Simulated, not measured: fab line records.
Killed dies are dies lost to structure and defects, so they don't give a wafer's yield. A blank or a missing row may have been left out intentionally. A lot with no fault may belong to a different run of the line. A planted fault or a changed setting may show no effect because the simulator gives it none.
A struck lot beside a sound one :: flow sky130 :: 15 out of 708 route steps
Sound: the wafers L230.2, L230.4, L230.6. Wafers L239.1, L239.3, L239.4 were the ones struck. The cause is named last.
For every step that has rows: the tool of each side, followed by ch and its chambers, followed by its first start. Under that, the readings that differ: sound wafers :: struck wafers :: difference of the means :: sigmas: that difference in standard deviations of wafers without a fault.
alike: readings with means less than 2 such deviations apart, plus words and numbers identical on both sides. not compared: withheld readings, readings lacking a value on some wafer, bounds such as >300 that could conceal the same value, and numbers that have no deviation in the record and whose values overlap.
Wherever a step has rows on one side only, a row that says differs or no value, or a row with sigmas, the two part there. Numbers that have no deviation but don't overlap get no sigmas and don't part them. Lack of a reading on every wafer of one side parts them only where that side has two or more wafers.

SKY_VIA2_BOW_MEAS_03:
  sound on film metro-01 at day 39 02:20; struck on film metro-03 at day 41 05:04
  alike: VIA2_BOW
then, 8 steps without rows for these wafers: SKY_VIA2_DEHYDRATE_04 (time 60 s); SKY_VIA2_HMDS_05 (prime time 60 s); SKY_VIA2_COAT_06 (resist thk 60 nm); SKY_VIA2_COAT_07 (resist thk 450 nm); SKY_VIA2_SOFTBAKE_08 (time 90 s); SKY_VIA2_EXPOSE_09 (exposes mask VIM2, target cd 200 nm); SKY_VIA2_PEB_10; SKY_VIA2_DEVELOP_11 (develop time 60 s).
SKY_VIA2_CD_MEAS_12 targets a cd of 200 nm.
  sound on cd sem-01 at day 40 04:22; struck on cd sem-01 at day 42 05:23
  alike: cd nm
SKY_VIA2_OVL_MEAS_13:
  sound on overlay-01 at day 40 04:28; struck on overlay-02 at day 42 05:31
  alike: VIA2_OVL
SKY_VIA2_ETCH_14: etches BARC in N2/H2, stops on SiO2, time 45.9 s, target depth 60 nm.
  sound on rie diel-03 ch 0,1,3, day 40 04:29; struck on rie diel-04 ch 0,2,3, day 42 05:32
  alike: bias w, chamber pressure mTorr, drypump motor current A, oes product au, throttle valve pct
  not compared: rf hours counter h
SKY_VIA2_ETCH_15: etches SiO2 in C4F8/O2/Ar, stops on TiN, target depth 546 nm, time 84 s.
  sound on rie diel-03 ch 0,1,3, day 40 04:32; struck on rie diel-04 ch 0,3, day 42 05:35
  no value came back on the struck wafers for bias w (W), chamber pressure mTorr (mTorr), oes product au (a.u.); on the sound wafers bias w (W) reads 1202 1202 1196
reading: model.KrF-thick_of_VIA2_COAT_07.thk nm (nm)
sound: 287.3 286.7 283.4
struck: 394.6 393.2 393.3
difference: +107.9
sigmas: 
  not compared: rf hours counter h
SKY_VIA2_STRIP_16: strips in O2/N2.
  sound on plasma asher-03 ch 0,1, day 40 04:36; struck on plasma asher-03 ch 0,1, day 42 05:40
reading: oes product au (a.u.)
sound: 0.402 0.403 0.396
struck: 0.445 0.444 0.447
difference: +0.045
sigmas: +10

reading: strip time to endpoint s (s)
sound: 4.077 4.090 4.059
struck: 5.219 5.223 5.205
difference: +1.140
sigmas: +46
  alike: drypump motor current A
  not compared: rf hours counter h
then, 1 step without rows for these wafers: SKY_VIA2_STRIP_17 (strips in post etch residue remover, time 1200 s).

== WHERE THEY PART ==
First at SKY_VIA2_ETCH_15; last, within this record, at SKY_VIA2_STRIP_16.

WHY: the cause the simulator had injected
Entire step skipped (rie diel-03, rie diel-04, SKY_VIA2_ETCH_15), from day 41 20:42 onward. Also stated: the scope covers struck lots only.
